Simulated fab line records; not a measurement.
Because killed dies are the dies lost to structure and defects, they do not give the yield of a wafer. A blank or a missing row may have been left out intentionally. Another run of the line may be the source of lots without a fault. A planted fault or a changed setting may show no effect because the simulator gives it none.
Which tool is to blame? | flow sky130 | 11 lots, 33 wafers sampled, at 6 steps of a route of 708

== WHAT THE GAUGES READ, wafer by wafer ==
SKY_VT_ADJUST_NCORE_TW_MEAS_11. Usual: VT_ADJUST_NCORE_TW typically reads 219.1, with standard deviation 3.
lot  | measured     | on           | VT_ADJUST_NCORE_TW | flag
L921 | day 8 16:56  | filmMetro-02 | 216.6 216.0 215.6  | 
L922 | day 9 07:05  | filmMetro-01 | 224.2 222.9 223.8  | 
L925 | day 9 15:58  | filmMetro-01 | 224.1 224.0 223.3  | 
L926 | day 10 07:31 | filmMetro-03 | 217.5 216.6 217.8  | 
L931 | day 11 13:50 | filmMetro-02 | 216.0 216.5 216.2  | 
L932 | day 11 21:12 | filmMetro-01 | 223.2 222.5 222.9  | 
L933 | day 12 02:11 | filmMetro-03 | 218.2 217.4 217.9  | 
L935 | day 12 20:47 | filmMetro-02 | 217.4 217.0 216.3  | 
L939 | day 14 10:25 | filmMetro-02 | 217.9 216.2 216.2  | 
L942 | day 14 15:40 | filmMetro-03 | 218.2 216.7 217.9  | 
L944 | day 15 10:38 | filmMetro-02 | 215.8 216.1 216.2  | 

SKY_SD_N_RS_MEAS_16: uses a four-point probe to measure. Usual: SD_N_RS typically reads 68.52 ohm/sq, with standard deviation 0.12.
lot  | measured     | on           | SD_N_RS (ohm/sq)                    | flag
L921 | day 27 23:39 | filmMetro-03 | 68.33 68.50 68.51                   | 
L922 | day 28 19:07 | filmMetro-04 | 68.40 68.46 68.56                   | 
L925 | day 29 06:06 | filmMetro-04 | 68.55 68.62 68.69                   | 
L926 | day 29 23:09 | filmMetro-04 | 68.62 68.66 68.57                   | 
L931 | day 31 13:53 | filmMetro-01 | 68.42 68.47 68.51                   | 
L932 | day 31 18:53 | filmMetro-04 | 68.54 68.68 68.52                   | 
L933 | day 32 06:43 | filmMetro-03 | 72.45 72.27 72.55 72.62 72.65 72.62 | OFF
L935 | day 32 21:05 | filmMetro-04 | 73.00 72.76 72.84 72.68 72.83 72.96 | OFF
L939 | day 34 14:25 | filmMetro-01 | 68.43 68.36 68.40                   | 
L942 | day 34 19:32 | filmMetro-01 | 68.54 68.52 68.44                   | 
L944 | day 35 09:34 | filmMetro-01 | 68.60 68.49 68.38                   | 

SKY_SD_N_RS_MEAS_17: uses a four-point probe to measure. Usual: SD_P_RS typically reads 146.9 ohm/sq, with standard deviation 0.39.
lot  | measured     | on           | SD_P_RS (ohm/sq)                    | flag
L921 | day 27 23:46 | filmMetro-03 | 146.1 146.7 146.9                   | 
L922 | day 28 19:14 | filmMetro-04 | 147.2 146.8 147.2                   | 
L925 | day 29 06:13 | filmMetro-04 | 146.8 146.7 146.4                   | 
L926 | day 29 23:16 | filmMetro-04 | 147.2 147.5 147.3                   | 
L931 | day 31 14:01 | filmMetro-01 | 146.9 147.1 146.8                   | 
L932 | day 31 19:01 | filmMetro-04 | 146.9 147.1 147.2                   | 
L933 | day 32 08:29 | filmMetro-03 | 171.6 171.5 171.7 171.5 171.6 171.4 | OFF
L935 | day 33 00:19 | filmMetro-04 | 172.5 171.9 172.3 172.0 172.0 171.9 | OFF
L939 | day 34 14:32 | filmMetro-01 | 146.9 147.3 147.1                   | 
L942 | day 34 19:39 | filmMetro-01 | 146.7 147.3 147.5                   | 
L944 | day 35 09:41 | filmMetro-01 | 147.2 147.1 147.5                   | 

== WHAT TOOL EACH LOT RAN ON (gives the tool, then ch and the chambers of the sampled wafers, and finally the start) ==
lot  | SKY_NWELL_RTA_28                | SKY_POLY_CUT_ETCH_10              | SKY_SD_N_RTA_14
L921 | rtpAnneal-01 ch 0, day 5 10:24  | rieDiel-02 ch 1,2, day 24 05:58   | rtpAnneal-01 ch 0, day 27 23:26
L922 | rtpAnneal-02 ch 0, day 5 22:31  | rieDiel-02 ch 1,3, day 25 04:01   | rtpAnneal-01 ch 0, day 28 18:56
L925 | rtpAnneal-01 ch 0, day 6 06:59  | rieDiel-03 ch 0,3, day 25 15:16   | rtpAnneal-01 ch 0, day 29 05:55
L926 | rtpAnneal-02 ch 0, day 6 19:38  | rieDiel-03 ch 0,1,2, day 26 07:52 | rtpAnneal-02 ch 0, day 29 22:58
L931 | rtpAnneal-02 ch 0, day 7 22:23  | rieDiel-04 ch 0,2, day 28 00:31   | rtpAnneal-01 ch 0, day 31 13:43
L932 | rtpAnneal-01 ch 0, day 8 04:14  | rieDiel-02 ch 0,1, day 28 07:01   | rtpAnneal-02 ch 0, day 31 18:43
L933 | rtpAnneal-02 ch 0, day 8 09:01  | rieDiel-03 ch 0,1,3, day 28 16:55 | rtpAnneal-01 ch 0, day 32 06:33
L935 | rtpAnneal-02 ch 0, day 9 00:25  | rieDiel-02 ch 0,2,3, day 29 08:49 | rtpAnneal-01 ch 0, day 32 20:55
L939 | rtpAnneal-01 ch 0, day 10 07:56 | rieDiel-04 ch 2,3, day 31 03:37   | rtpAnneal-02 ch 0, day 34 14:13
L942 | rtpAnneal-01 ch 0, day 10 13:04 | rieDiel-03 ch 0,1,3, day 31 09:20 | rtpAnneal-02 ch 0, day 34 19:19
L944 | rtpAnneal-02 ch 0, day 11 04:10 | rieDiel-04 ch 1,2,3, day 31 23:52 | rtpAnneal-02 ch 0, day 35 09:24
- SKY_NWELL_RTA_28: time 30 s.
- SKY_POLY_CUT_ETCH_10: etches BARC in N2/H2, stops on SiO2, time 45.9 s, target depth 60 nm.
- SKY_SD_N_RTA_14: time 2 s.

== WHAT THE TOOLS THEMSELVES READ (means of the sampled wafers that have a number; where no wafer has one, the mark that the record gives instead) ==
SKY_NWELL_RTA_28. Usual: lampPowerPct 25.31 %, standard deviation 0.048; wafer_temp_C_max 1054.9, standard deviation 0.95.
lot  | tool         | lampPowerPct (%) | wafer_temp_C_max | flag
L921 | rtpAnneal-01 | 25.31            | 1055.3           | 
L922 | rtpAnneal-02 | 25.30            | 1055.4           | 
L925 | rtpAnneal-01 | 25.26            | 1054.8           | 
L926 | rtpAnneal-02 | 25.34            | 1054.2           | 
L931 | rtpAnneal-02 | 25.26            | 1054.5           | 
L932 | rtpAnneal-01 | 25.35            | 1054.7           | 
L933 | rtpAnneal-02 | 25.30            | 1054.8           | 
L935 | rtpAnneal-02 | 25.31            | 1055.2           | 
L939 | rtpAnneal-01 | 25.32            | 1054.5           | 
L942 | rtpAnneal-01 | 25.30            | 1054.0           | 
L944 | rtpAnneal-02 | 25.32            | 1056.3           | 

SKY_POLY_CUT_ETCH_10. Usual: drypumpMotorCurrentA 5.7 A, standard deviation 0.5; oesProductAu 0.855 a.u., standard deviation 0.0052; throttleValvePct 13.224 %, standard deviation 0.0089.
lot  | tool       | drypumpMotorCurrentA (A) | oesProductAu (a.u.) | throttleValvePct (%) | flag
L921 | rieDiel-02 | 5.9                      | 0.855               | 13.229               | 
L922 | rieDiel-02 | 5.3                      | 0.855               | 13.225               | 
L925 | rieDiel-03 | 5.2                      | 0.855               | 13.225               | 
L926 | rieDiel-03 | 5.9                      | 0.855               | 13.224               | 
L931 | rieDiel-04 | 5.6                      | 0.855               | 13.219               | 
L932 | rieDiel-02 | 5.6                      | 0.859               | 13.218               | 
L933 | rieDiel-03 | 5.7                      | 0.857               | 13.235               | 
L935 | rieDiel-02 | 5.7                      | 0.851               | 13.232               | 
L939 | rieDiel-04 | 5.9                      | 0.850               | 13.221               | 
L942 | rieDiel-03 | 5.6                      | 0.857               | 13.230               | 
L944 | rieDiel-04 | 5.7                      | 0.854               | 13.222               | 

SKY_SD_N_RTA_14. Usual: lampPowerPct 15.74 %, standard deviation 0.052; wafer_temp_C_max 1078.0, standard deviation 1.2.
lot  | tool         | lampPowerPct (%) | wafer_temp_C_max | flag
L921 | rtpAnneal-01 | 15.68            | 1077.6           | 
L922 | rtpAnneal-01 | 15.74            | 1078.7           | 
L925 | rtpAnneal-01 | 15.76            | 1077.7           | 
L926 | rtpAnneal-02 | 15.73            | 1075.8           | 
L931 | rtpAnneal-01 | 15.77            | 1078.5           | 
L932 | rtpAnneal-02 | 15.75            | 1076.8           | 
L933 | rtpAnneal-01 | 14.83            | 1077.7           | OFF
L935 | rtpAnneal-01 | 14.79            | 1078.1           | OFF
L939 | rtpAnneal-02 | 15.72            | 1078.2           | 
L942 | rtpAnneal-02 | 15.74            | 1079.6           | 
L944 | rtpAnneal-02 | 15.75            | 1078.0           | 

== THE ANSWER, worked out from the rows above alone ==
Rule: take the mean of a lot's wafers that have a number; if it is more than 3 standard deviations from the usual mean, the lot is off. Also off: a lot with no number at a reading for which 4 or more lots have one. Where the step has rows for the other lots, those lots are counted as sound. Order of review: gauges by route order, followed by the tools' own readings, for which a lot's mean as printed above is used. The first step at which some lot is off is used, and at that step the reading that is off furthest; a lot without a number counts as furthest.
Off: at SKY_SD_N_RS_MEAS_16 (SD_N_RS), L933, L935.
If a tool, at a process step before that reading, ran all the lots that are off and no sound lot after the first of them, it fits. Not tried: the gauges at SKY_SD_N_RS_MEAS_16; whatever is off there is also off at SKY_SD_N_RTA_14, on other tools, and gauge error can't account for it. One fits: rtpAnneal-01 at SKY_SD_N_RTA_14. Its last sound lot is L931 (day 31 13:43), its first lot that is off L933 (day 32 06:33): a fault that began between those two fits.
The tool's own readings at SKY_SD_N_RTA_14 bear it out: on the lots that are off they differ by more than 5 times the standard deviation of the sound lots' means. lampPowerPct reads 14.81 % there against 15.74 % on the sound lots.

== WHAT HAD BEEN PUT IN BY THE SIMULATOR ==
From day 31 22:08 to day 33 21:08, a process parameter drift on rtpAnneal-01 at SKY_SD_N_RTA_14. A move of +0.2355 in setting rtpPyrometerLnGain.
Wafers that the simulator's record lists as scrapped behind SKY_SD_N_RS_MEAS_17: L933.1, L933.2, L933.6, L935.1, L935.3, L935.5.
Struck lots among those shown: L933, L935. The rule above found the same.
